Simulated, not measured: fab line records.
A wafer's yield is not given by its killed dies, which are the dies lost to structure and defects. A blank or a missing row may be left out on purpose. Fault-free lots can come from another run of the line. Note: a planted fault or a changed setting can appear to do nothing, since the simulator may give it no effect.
fab line records	flow sky130
[record] lots = 6	wafers = 18	last_day = 50
route steps=708 shown CONTACT@421 METAL1@434 PAD_OPEN@708
lots untouched by any fault: they come from a run of this same line in which no faults occurred
start_h: hours from the record's first day to the start of the lot's first wafer shown	wait_h: hours elapsed since this lot's preceding step	" unchanged from the row above	L1.1+2: several wafers, shown together as one row	- value missing, or start not given	* or withheld: withheld	< > ~ a bound
route shown NAME@n: a module of which the file shows steps, and the number in the route of the first	usual: the fault-free wafers' mean and standard deviation	same: alike in all rows	chamber/n: place in a boat	sites: per-site readings	_std_site: the values' standard deviation	_edge_site: outer sites' mean less inner sites'	radius_mm: how far each site lies from the wafer's centre	mask NAME#n: copy n	behind: the tool/chamber that last shaped the wafer	hold: why the lot was held/for how many hours/how that ended	device: which transistor (n, p or np) failed to switch	end of line: the route-end tests of the same wafers	step lacking rows: just its recipe	killed: dies lost to structure and defects at the first sort, not the wafer's yield	map: a wafer's dies, marking killed ones x, the rest . and places with no die _
set.NAME: the setting that was run; set.NAME@STEP: the one run at that earlier step	model.NAME: the simulator's own value behind a step, which no gauge read
certain route steps with their lots: each step a table, each wafer a row
services: the hour from which a tool's chamber was out of use, counted from the record's first day as start_h (under 0 if before that day), plus the number of hours and why
[[steps]]
[step SKY_CONTACT_OVL_MEAS_15]
[usual] CONTACT_OVL = 0/6.8
lot.wafer	tool	chamber	start_h	wait_h	CONTACT_OVL[nm]
L733.1	overlay-01	-	763.29	0.1	9
L733.3	"	-	"	"	6
L733.4	"	-	"	"	9
L734.1	overlay-02	-	778.09	0.1	5
L734.2	"	-	"	"	-3
L734.4	"	-	"	"	-7
L740.1	overlay-02	-	816.29	0.1	-7
L740.3	"	-	"	"	-2
L740.6	"	-	"	"	-13
L742.1	overlay-02	-	841.23	0.1	-19
L742.2	"	-	"	"	-9
L742.3	"	-	"	"	-19
L751.3	overlay-01	-	898.51	0.1	5
L751.4	"	-	"	"	9
L751.6	"	-	"	"	12
L752.2	overlay-02	-	903.84	0.1	14
L752.3	"	-	"	"	16
L752.4	"	-	"	"	14
[step SKY_CONTACT_ETCH_16]
[recipe] chemistry = N2/H2	target = BARC	ion_energy_ev = 200	source_w = 500	bias_w = 100	pressure_mtorr = 30	n2_flow_sccm = 100	h2_flow_sccm = 200	stop_on = SiO2	time_s = 45.9	target_depth_a = 600
[step SKY_CONTACT_ETCH_17]
[recipe] target = SiO2	chemistry = C4F8/O2/Ar	stop_on = Si3N4	mask_material = KrF-thick	source_w = 1500	bias_w = 1200	pressure_mtorr = 40	c4f8_flow_sccm = withheld	O2_flow_sccm = 6	Ar_flow_sccm = 300	time_s = withheld	target_depth_a = 3400
[usual] oes_product_au = 0.891/0.0047
lot.wafer	tool	chamber	start_h	wait_h	oes_product_au
L733.1	rie_diel-03	0	763.37	0.0	0.887
L733.3	"	1	"	"	0.896
L733.4	"	3	"	"	0.895
L734.1	rie_diel-01	3	778.17	0.0	0.892
L734.2	"	2	"	"	0.898
L734.4	"	0	"	"	0.895
L740.1	rie_diel-01	0	816.37	0.0	0.897
L740.3	"	2	"	"	0.900
L740.6	"	0	"	"	0.888
L742.1	rie_diel-04	2	841.31	0.0	0.886
L742.2	"	1	"	"	0.885
L742.3	"	3	"	"	0.891
L751.3	rie_diel-04	3	898.57	0.0	0.891
L751.4	"	3	"	"	0.892
L751.6	"	2	"	"	0.881
L752.2	rie_diel-03	2	903.91	0.0	0.897
L752.3	"	1	"	"	0.888
L752.4	"	3	"	"	0.895
[step SKY_CONTACT_ETCH_18]
[recipe] target = Si3N4	chemistry = CHF3/O2	stop_on = TiN	source_w = 600	bias_w = 200	pressure_mtorr = 40	chf3_flow_sccm = 50	O2_flow_sccm = 5	time_s = 39	target_depth_a = 750
[usual] drypump_motor_current_A = 5.5/0.49	oes_product_au = 0.854/0.0077	throttle_valve_pct = 8.793/0.0084
lot.wafer	tool	chamber	start_h	wait_h	drypump_motor_current_A	oes_product_au	rf_hours_counter_h	throttle_valve_pct
L733.1	rie_diel-03	0	-	-	5.6	0.846	12	8.794
L733.3	"	1	"	"	6.7	0.854	6	8.789
L733.4	"	3	"	"	4.8	0.855	20	8.781
L734.1	rie_diel-01	3	-	-	5.7	0.840	11	8.800
L734.2	"	2	"	"	5.8	0.847	4	8.779
L734.4	"	0	"	"	5.9	0.855	16	8.785
L740.1	rie_diel-01	0	-	-	5.9	0.856	18	8.792
L740.3	"	2	"	"	5.8	0.854	6	8.795
L740.6	"	0	"	"	5.9	0.855	-	8.795
L742.1	rie_diel-04	2	-	-	5.7	0.853	5	8.781
L742.2	"	1	"	"	5.0	0.862	18	8.791
L742.3	"	3	"	"	4.8	0.858	9	8.799
L751.3	rie_diel-04	3	-	-	4.8	0.845	11	8.807
L751.4	"	3	"	"	4.8	0.852	-	8.801
L751.6	"	2	"	"	5.7	0.848	-	8.792
L752.2	rie_diel-03	2	-	-	5.2	0.855	9	8.787
L752.3	"	1	"	"	6.7	0.862	10	8.776
L752.4	"	3	"	"	4.7	0.862	24	8.801
[step SKY_CONTACT_STRIP_19]
[recipe] chemistry = O2/N2	power_w = 1400	pressure_mtorr = 1500	platen_temp_c = withheld	o2_flow_sccm = 3000	n2_flow_sccm = 300	overash_fraction = 0.5
[usual] drypump_motor_current_A = 5.56/0.29	oes_product_au = 0.381/0.0046	strip_time_to_endpoint_s = 3.61/0.033
lot.wafer	tool	chamber	start_h	wait_h	drypump_motor_current_A	oes_product_au	rf_hours_counter_h	strip_time_to_endpoint_s
L733.1	plasma_asher-01	1	763.46	-	5.61	0.379	92	3.65
L733.3	"	1	"	"	5.57	0.380	-	3.57
L733.4	"	0	"	"	6.10	0.381	-	3.58
L734.1	plasma_asher-02	1	778.26	-	5.53	0.383	3	3.60
L734.2	"	0	"	"	5.64	0.373	3	3.54
L734.4	"	1	"	"	5.52	0.382	-	3.60
L740.1	plasma_asher-02	1	816.46	-	5.50	0.379	7	3.61
L740.3	"	0	"	"	5.65	0.385	-	3.56
L740.6	"	1	"	"	5.52	0.382	-	3.62
L742.1	plasma_asher-02	1	841.40	-	5.50	0.379	9	3.63
L742.2	"	0	"	"	5.64	0.381	9	3.58
L742.3	"	1	"	"	5.53	0.389	-	3.62
L751.3	plasma_asher-03	0	898.70	-	5.44	0.383	-	3.57
L751.4	"	1	"	"	5.13	0.382	-	3.61
L751.6	"	1	"	"	5.16	0.384	-	3.66
L752.2	plasma_asher-01	1	904.00	-	5.60	0.380	106	3.65
L752.3	"	1	"	"	5.58	0.372	-	3.57
L752.4	"	0	"	"	6.08	0.388	-	3.58
[step SKY_CONTACT_STRIP_20]
[recipe] chemistry = post_etch_residue_remover	time_s = 1200	temp_c = 72.5
[step SKY_CONTACT_CLEAN_21]
[recipe] chemistry = IPA	time_s = 180	temp_c = 25
[step SKY_CONTACT_CLEAN_22]
[recipe] chemistry = O3/DIW	dry = n2_spin
[step SKY_CONTACT_SPUTTER_23]
[recipe] material = TiN	target_thk_nm = 20	chamber_pressure_pa = 5.087	power_w = 4000	time_s = 80
[usual] chamber_pressure_pa = 5.087/0.011	throttle_valve_pct = 30.2/0.87
lot.wafer	tool	chamber	start_h	wait_h	chamber_pressure_pa	throttle_valve_pct
L733.1	pvd_sputter-03	-	764.05	0.0	5.079	29.6
L733.3	"	-	"	"	5.091	29.6
L733.4	"	-	"	"	5.097	30.2
L734.1	pvd_sputter-03	-	778.86	0.0	5.101	29.4
L734.2	"	-	"	"	5.077	31.0
L734.4	"	-	"	"	5.111	29.2
L740.1	pvd_sputter-01	-	817.09	0.0	5.096	31.0
L740.3	"	-	"	"	5.098	29.3
L740.6	"	-	"	"	5.107	29.5
L742.1	pvd_sputter-04	-	842.00	0.0	5.072	28.4
L742.2	"	-	"	"	5.095	29.8
L742.3	"	-	"	"	5.067	30.5
L751.3	pvd_sputter-01	-	899.33	0.0	5.076	29.4
L751.4	"	-	"	"	5.109	31.4
L751.6	"	-	"	"	5.088	30.9
L752.2	pvd_sputter-01	-	904.62	0.0	5.075	31.0
L752.3	"	-	"	"	5.093	31.1
L752.4	"	-	"	"	5.092	30.7
[step SKY_CONTACT_CVD_24]
[recipe] material = W	target_thk_nm = 340	time_s = 102.12	temp_c = 400	pressure_torr = 40
[usual] heater_power_w = 840/21
lot.wafer	tool	chamber	start_h	wait_h	heater_power_w
L733.1	cvd_w-02	1	764.11	0.0	820
L733.3	"	0	"	"	844
L733.4	"	1	"	"	823
L734.1	cvd_w-02	1	778.92	0.0	847
L734.2	"	0	"	"	886
L734.4	"	1	"	"	823
L740.1	cvd_w-02	0	817.15	0.0	872
L740.3	"	1	"	"	821
L740.6	"	0	"	"	867
L742.1	cvd_w-02	0	842.06	0.0	866
L742.2	"	1	"	"	824
L742.3	"	0	"	"	854
L751.3	cvd_w-01	1	899.43	0.1	804
L751.4	"	0	"	"	852
L751.6	"	0	"	"	849
L752.2	cvd_w-01	1	904.69	0.0	811
L752.3	"	1	"	"	829
L752.4	"	0	"	"	855
[step SKY_CONTACT_RS_MEAS_25]
[recipe] thk_meas_gauge = four-point-probe	reads = W_of_CONTACT_CVD_24+TiN_of_CONTACT_SPUTTER_23
[usual] CONTACT_W_RS = 0.3393/0.0028
lot.wafer	tool	chamber	start_h	wait_h	CONTACT_W_RS[ohm/sq]
L733.1	film_metro-04	-	764.22	0.1	0.3365
L733.3	"	-	"	"	0.3390
L733.4	"	-	"	"	0.3373
L734.1	film_metro-02	-	779.03	0.1	0.3372
L734.2	"	-	"	"	0.3342
L734.4	"	-	"	"	0.3403
L740.1	film_metro-02	-	817.26	0.1	0.3415
L740.3	"	-	"	"	0.3398
L740.6	"	-	"	"	0.3415
L742.1	film_metro-01	-	842.17	0.1	0.3406
L742.2	"	-	"	"	0.3361
L742.3	"	-	"	"	0.3404
L751.3	film_metro-02	-	899.54	0.1	0.3401
L751.4	"	-	"	"	0.3372
L751.6	"	-	"	"	0.3429
L752.2	film_metro-04	-	904.82	0.1	0.3403
L752.3	"	-	"	"	0.3422
L752.4	"	-	"	"	0.3384
[step SKY_CONTACT_THK_MEAS_26]
[recipe] thk_meas_gauge = xrf	reads = W_of_CONTACT_CVD_24
[usual] CONTACT_W_THK = 319/3.6
lot.wafer	tool	chamber	start_h	wait_h	CONTACT_W_THK[nm]
L733.1	film_metro-04	-	764.34	0.1	321
L733.3	"	-	"	"	320
L733.4	"	-	"	"	320
L734.1	film_metro-02	-	779.15	0.1	321
L734.2	"	-	"	"	325
L734.4	"	-	"	"	317
L740.1	film_metro-02	-	817.38	0.1	317
L740.3	"	-	"	"	314
L740.6	"	-	"	"	316
L742.1	film_metro-01	-	842.29	0.1	316
L742.2	"	-	"	"	319
L742.3	"	-	"	"	313
L751.3	film_metro-02	-	899.64	0.1	318
L751.4	"	-	"	"	320
L751.6	"	-	"	"	315
L752.2	film_metro-04	-	904.93	0.1	323
L752.3	"	-	"	"	319
L752.4	"	-	"	"	325
[step SKY_CONTACT_CMP_27]
[recipe] stop_on = SiO2	t_overpolish_s = 15	down_force_psi = 3.5	platen_rpm = 60	target_thk_nm = 0	pad_velocity_m_s = 0.94248
[usual] edge_zone_pressure_frac = 1.000/0.0046	motor_current_A = 11.2/0.89	overpolish_run_s = 15.000/0.0092	t_overpolish_s = 15/0	time_to_endpoint_s = 81/3.8
lot.wafer	tool	chamber	start_h	wait_h	edge_zone_pressure_frac	motor_current_A	overpolish_run_s	t_overpolish_s	time_to_endpoint_s
L733.4	cmp-02	2	764.40	0.0	0.998	12.1	14.992	15	81
L733.1	"	3	"	"	1.000	10.9	14.991	15	79
L733.3	"	0	"	"	0.995	10.1	15.009	15	80
L734.1	cmp-01	1	779.26	0.1	1.000	11.5	15.001	15	88
L734.2	"	2	"	"	1.001	9.8	15.001	15	83
L734.4	"	3	"	"	1.002	11.9	14.992	15	85
L740.3	cmp-02	2	817.44	0.0	1.001	11.8	15.004	15	84
L740.1	"	1	"	"	1.001	12.0	15.008	15	83
L740.6	"	2	"	"	1.005	12.2	15.020	15	88
L742.2	cmp-01	0	842.35	0.0	1.007	10.4	15.004	15	83
L742.3	"	1	"	"	0.995	11.5	14.996	15	86
L742.1	"	2	"	"	1.001	9.4	14.994	15	83
L751.4	cmp-02	2	899.68	0.0	0.999	11.6	15.003	15	79
L751.3	"	1	"	"	1.000	12.3	16.072	16.081	77
L751.6	"	3	"	"	1.005	10.4	15.016	15	74
L752.2	cmp-02	3	904.98	0.0	0.996	11.1	14.993	15	77
L752.3	"	0	"	"	1.001	10.8	14.991	15	82
L752.4	"	1	"	"	0.999	12.4	16.067	16.081	78
[step SKY_METAL1_SPUTTER_00]
[recipe] material = Ti	target_thk_nm = 15	power_w = 3000	time_s = 10	chamber_pressure_pa = 0.4
[step SKY_PAD_OPEN_PROBE_99]
[usual] killed_at_M0_to_M3 = 43/7.6	killed_at_M4_up = 2.9/1.9	killed_at_contacts = 24/5	killed_at_front_end = 15/4.3	killed_at_other = 0.3/0.54	killed_dies = 85/10	killed_open = 47/7	killed_short = 38/6.4
[same] gross_dies = 492	killed_at_back_side = 0
lot.wafer	tool	chamber	start_h	wait_h	killed_at_M0_to_M3	killed_at_M4_up	killed_at_contacts	killed_at_front_end	killed_at_other	killed_dies	killed_open	killed_short
L733.1	prober-01	-	1098.47	0.1	32	6	32	12	0	82	50	32
L733.3	prober-01	-	1098.57	0.2	40	1	32	11	1	85	49	36
L733.4	prober-01	-	1098.62	0.2	42	8	29	10	0	89	42	47
L734.1	prober-02	-	1107.06	0.1	37	3	23	15	0	78	46	32
L734.2	prober-02	-	1107.11	0.1	39	3	24	11	0	77	47	30
L734.4	prober-02	-	1107.21	0.2	41	8	29	16	0	94	48	46
L740.1	prober-01	-	1138.31	0.1	48	1	24	13	1	87	44	43
L740.3	prober-01	-	1138.41	0.2	35	0	25	15	0	75	50	25
L740.6	prober-01	-	1138.56	0.2	51	6	23	8	0	88	46	42
L742.1	prober-02	-	1154.79	0.1	26	2	22	16	0	66	37	29
L742.2	prober-02	-	1154.84	0.1	40	2	26	9	0	77	38	39
L742.3	prober-02	-	1154.89	0.2	36	4	34	19	0	93	51	42
L751.3	prober-01	-	1196.42	0.2	56	3	25	7	0	91	45	46
L751.4	prober-01	-	1196.47	0.2	36	0	31	10	0	77	46	31
L751.6	prober-01	-	1196.57	0.2	46	2	22	13	0	83	52	31
L752.2	prober-02	-	1199.43	0.1	43	6	15	23	0	87	44	43
L752.3	prober-02	-	1199.48	0.2	48	5	23	18	0	94	52	42
L752.4	prober-02	-	1199.53	0.2	51	2	17	17	0	87	42	45
// killed by level:class
L733.1 CONTACT:geometric_particle:open=12 VIA3:geometric_particle:open=8 LI_CONTACT:geometric_particle:open=8 VIA2:geometric_particle:open=8 VIA1:geometric_particle:open=6 POLY_GATE:geometric_particle:short=4 LI_CONTACT:geometric_particle:short=4 CONTACT:geometric_particle:short=4
L733.3 CONTACT:geometric_particle:open=13 VIA1:geometric_particle:open=9 LI_CONTACT:geometric_particle:open=6 METAL1:geometric_particle:short=5 CONTACT:geometric_particle:short=5 METAL1:geometric_particle:open=4 LI_CONTACT:geometric_particle:short=4 LOCAL_INTERCONNECT:geometric_particle:short=4
L733.4 VIA1:geometric_particle:open=9 CONTACT:geometric_particle:open=9 LI_CONTACT:geometric_particle:open=8 METAL4:geometric_particle:short=6 LOCAL_INTERCONNECT:geometric_particle:short=6 METAL3:geometric_particle:short=6 VIA3:geometric_particle:open=5 LI_CONTACT:geometric_particle:short=4
L734.1 CONTACT:geometric_particle:open=11 VIA2:geometric_particle:open=7 METAL1:geometric_particle:short=5 VIA1:geometric_particle:short=5 VIA1:geometric_particle:open=5 LI_CONTACT:geometric_particle:open=4 METAL2:geometric_particle:short=4 FIELD_ISO:geometric_particle:open=3
L734.2 LI_CONTACT:geometric_particle:open=8 VIA3:geometric_particle:open=8 CONTACT:geometric_particle:open=6 METAL1:geometric_particle:short=6 VIA1:geometric_particle:open=6 VIA2:geometric_particle:open=6 LOCAL_INTERCONNECT:geometric_particle:open=4 FIELD_ISO:geometric_particle:short=3
L734.4 VIA1:geometric_particle:open=10 LI_CONTACT:geometric_particle:open=8 CONTACT:geometric_particle:open=8 CONTACT:geometric_particle:short=7 FIELD_ISO:geometric_particle:open=6 METAL4:geometric_particle:short=6 VIA3:geometric_particle:short=5 VIA3:geometric_particle:open=5
L740.1 VIA1:geometric_particle:open=11 LI_CONTACT:geometric_particle:open=8 METAL2:geometric_particle:short=7 CONTACT:geometric_particle:open=6 FIELD_ISO:geometric_particle:open=5 VIA3:geometric_particle:short=5 METAL1:geometric_particle:short=5 FIELD_ISO:geometric_particle:short=4
L740.3 CONTACT:geometric_particle:open=13 VIA3:geometric_particle:open=8 LI_CONTACT:geometric_particle:open=7 FIELD_ISO:geometric_particle:open=6 VIA1:geometric_particle:open=5 VIA1:geometric_particle:short=4 VIA3:geometric_particle:short=4 POLY_GATE:geometric_particle:open=3
L740.6 CONTACT:geometric_particle:open=11 VIA3:geometric_particle:open=8 VIA1:geometric_particle:open=8 METAL2:geometric_particle:short=8 VIA2:geometric_particle:open=7 LI_CONTACT:geometric_particle:open=6 METAL3:geometric_particle:short=6 METAL4:geometric_particle:short=6
L742.1 CONTACT:geometric_particle:short=10 VIA1:geometric_particle:open=10 CONTACT:geometric_particle:open=9 FIELD_ISO:geometric_particle:short=5 FIELD_ISO:geometric_particle:open=4 VIA2:geometric_particle:open=4 VIA3:geometric_particle:open=4 VIA1:geometric_particle:short=3
L742.2 CONTACT:geometric_particle:open=11 METAL1:geometric_particle:short=6 LI_CONTACT:geometric_particle:open=6 VIA1:geometric_particle:open=6 CONTACT:geometric_particle:short=5 VIA2:geometric_particle:open=5 VIA3:geometric_particle:short=5 VIA1:geometric_particle:short=4
L742.3 VIA1:geometric_particle:open=9 CONTACT:geometric_particle:short=9 LI_CONTACT:geometric_particle:open=8 VIA3:geometric_particle:open=8 CONTACT:geometric_particle:open=7 LI_CONTACT:geometric_particle:short=5 METAL2:geometric_particle:short=5 FIELD_ISO:geometric_particle:short=4
L751.3 CONTACT:geometric_particle:open=12 METAL1:geometric_particle:short=10 VIA3:geometric_particle:open=9 LI_CONTACT:geometric_particle:open=8 METAL2:geometric_particle:short=6 VIA2:geometric_particle:open=6 VIA3:geometric_particle:short=6 VIA1:geometric_particle:open=5
L751.4 CONTACT:geometric_particle:open=14 LI_CONTACT:geometric_particle:open=10 VIA1:geometric_particle:open=6 METAL1:geometric_particle:short=6 VIA3:geometric_particle:short=5 METAL2:geometric_particle:short=4 VIA2:geometric_particle:open=4 LOCAL_INTERCONNECT:geometric_particle:short=3
L751.6 VIA1:geometric_particle:open=12 VIA3:geometric_particle:open=10 VIA2:geometric_particle:open=9 CONTACT:geometric_particle:open=6 POLY_GATE:geometric_particle:short=5 LOCAL_INTERCONNECT:geometric_particle:short=5 CONTACT:geometric_particle:short=4 LI_CONTACT:geometric_particle:open=3
L752.2 FIELD_ISO:geometric_particle:open=9 FIELD_ISO:geometric_particle:short=9 VIA1:geometric_particle:open=7 VIA1:geometric_particle:short=6 VIA3:geometric_particle:open=6 LOCAL_INTERCONNECT:geometric_particle:short=5 METAL1:geometric_particle:short=5 CONTACT:geometric_particle:open=5
L752.3 VIA1:geometric_particle:open=11 CONTACT:geometric_particle:open=9 FIELD_ISO:geometric_particle:open=8 VIA3:geometric_particle:open=8 FIELD_ISO:geometric_particle:short=6 VIA2:geometric_particle:open=6 VIA1:geometric_particle:short=6 LOCAL_INTERCONNECT:geometric_particle:short=5
L752.4 FIELD_ISO:geometric_particle:short=10 VIA3:geometric_particle:open=9 METAL2:geometric_particle:short=8 VIA1:geometric_particle:short=7 VIA1:geometric_particle:open=7 VIA2:geometric_particle:open=6 CONTACT:geometric_particle:open=6 LI_CONTACT:geometric_particle:open=3
[[services]]
tool	chamber	start_h	hours	kind
cmp-02	-	743.36	0.6	repair
cvd_w-02	-	747.44	0.9	repair
cmp-02	-	747.47	4.0	pm
plasma_asher-02	-	751.26	4.6	repair
pvd_sputter-03	-	754.44	1.2	repair
cmp-01	-	767.22	3.0	repair
pvd_sputter-03	-	776.90	1.8	repair
pvd_sputter-01	-	782.14	0.5	repair
rie_diel-04	0	785.23	7.2	repair
cmp-02	-	801.19	6.4	pm
cmp-01	-	811.28	4.4	repair
cmp-01	-	811.64	1.3	repair
cmp-01	-	813.94	0.7	repair
cmp-02	-	823.45	4.4	repair
plasma_asher-02	-	831.02	2.7	repair
rie_diel-01	0	831.13	16.3	repair
cvd_w-02	-	831.65	6.9	pm
cmp-02	-	841.06	1.4	repair
rie_diel-04	1	857.28	132.0	repair
rie_diel-03	0	877.53	3.0	repair
cmp-02	-	884.51	0.4	repair
rie_diel-01	1	889.88	3.0	repair
rie_diel-01	-	901.19	2.8	pm
cvd_w-02	-	904.00	14.0	pm
[[key]]
[first_sign] step = SKY_CONTACT_CMP_27	reading = t_overpolish_s	direction = up	sigmas = 99+	usual = 15	struck = 16.081
[effect] step = SKY_CONTACT_CMP_27	reading = overpolish_run_s	direction = up	sigmas = 99+	usual = 15.000	struck = 16.069
met_at SKY_CONTACT_CMP_27
struck_wafers L751.3,L752.4
tester_left_out L751,L752
onset_between 817.44 899.68
[fault] kind = process_parameter_drift	tool = cmp-02	chamber = 1	onset_h = 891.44	steps = SKY_CONTACT_CMP_27	channel = t_overpolish_s	offset = 1.081	shape = step	end_h = 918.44	acts_in = these_recipes_only	stated = 15
// tester_left_out: of these lots the tester's yield and bins aren't shown, on N5 and GAA mostly nor the transistor test; their killed dies are dies lost to structure and defects alone, not to doping, threshold or leakage, so they don't give the yield
